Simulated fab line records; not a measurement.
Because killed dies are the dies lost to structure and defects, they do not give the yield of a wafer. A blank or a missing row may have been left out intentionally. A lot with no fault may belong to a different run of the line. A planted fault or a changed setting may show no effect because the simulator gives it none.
Struck lot and sound lot, side by side + flow gf180mcu + 16 steps out of a route of 602
Sound: the wafers L877.2, L877.5, L877.6. Struck: wafers L866.1, L866.2, L866.4. The cause is given at the end.
For every step that has rows: the tool of each side, followed by ch and its chambers, followed by its first start. Under that, the readings that differ: sound wafers + struck wafers + difference of the means + sigmas: that difference in standard deviations of wafers without a fault.
alike: words and numbers the same on both sides, and readings whose means are apart by under 2 such deviations; not compared: readings that were withheld, readings missing a value for some wafer, numbers with overlapping values and no deviation given by the record, and bounds like >300 which may hide the same value.
Wherever a step has rows on one side only, a row that says differs or no value, or a row with sigmas, the two part there. Numbers that have no deviation but don't overlap get no sigmas and don't part them. A reading that every wafer of one side lacks parts them only if that side has two wafers or more.

GF_CONTACT_BOW_MEAS_05:
  sound on film metro-02 at day 22 16:47; struck on film metro-02 at day 19 03:53
  alike: CONTACT_BOW
then, 8 steps without rows for these wafers: GF_CONTACT_DEHYDRATE_06 (time 60 s); GF_CONTACT_HMDS_07 (prime time 60 s); GF_CONTACT_COAT_08; GF_CONTACT_COAT_09 (resist thk 1000 nm); GF_CONTACT_SOFTBAKE_10 (time 60 s); GF_CONTACT_EXPOSE_11 (exposes mask Contact, target cd 220 nm); GF_CONTACT_PEB_12 (peb time 90 s); GF_CONTACT_DEVELOP_13 (develop time 61.24 s).
GF_CONTACT_CD_MEAS_14 targets a cd of 220 nm.
  sound on cd sem-01 at day 23 15:51; struck on cd sem-02 at day 20 04:56
  alike: cd nm
GF_CONTACT_OVL_MEAS_15:
  sound on overlay-02 at day 23 15:58; struck on overlay-01 at day 20 05:03
  alike: CONTACT_OVL
GF_CONTACT_ETCH_16: etches BARC in N2/H2.
  sound on rie diel-01 ch 0,3, day 23 15:59; struck on rie diel-02 ch 1,2,3, day 20 05:05
  alike: bias w, chamber pressure mTorr, drypump motor current A, oes product au, throttle valve pct
GF_CONTACT_ETCH_17: etches SiO2 in C4F8/O2/Ar, stops on CoSi2, target depth 860 nm.
  sound on rie diel-01 ch 0,3, day 23 16:00; struck on rie diel-02 ch 1,2,3, day 20 05:00
  no value came back on the struck wafers for bias w (W), chamber pressure mTorr (mTorr), oes product au (a.u.); on the sound wafers bias w (W) reads 1202 1201 1206
GF_CONTACT_STRIP_18: strips in O2/N2.
  sound on plasma asher-04 ch 0,1, day 23 16:09; struck on plasma asher-01 ch 0,1, day 20 05:15
| reading               | sound             | struck            | difference | sigmas |
|-----------------------|-------------------|-------------------|------------|--------|
| oes product au (a.u.) | 0.584 0.577 0.577 | 0.663 0.667 0.668 | +0.087     | +17    |
  alike: drypump motor current A, heater power w, o2 flow sccm
  not compared: rf hours counter h
then, 1 step without rows for these wafers: GF_CONTACT_CLEAN_19 (cleans in SPM).
-- the record jumps here: 12 days lie between the struck wafers' starts before and after (it left off in module CONTACT and takes up again in module PASSIVATION, whose first step shown is number 602 of the route) --
GF_PASSIVATION_PROBE_99:
  record: rows for the struck wafers here (prober-01, day 32 05:31), none for the sound ones

## WHERE THEY PART
At GF_CONTACT_ETCH_17 first; at GF_PASSIVATION_PROBE_99 last (within this record only).

WHY: what had been put in by the simulator
Skipped step whole: rie diel-02, from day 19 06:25 on, at GF_CONTACT_ETCH_17. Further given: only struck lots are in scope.
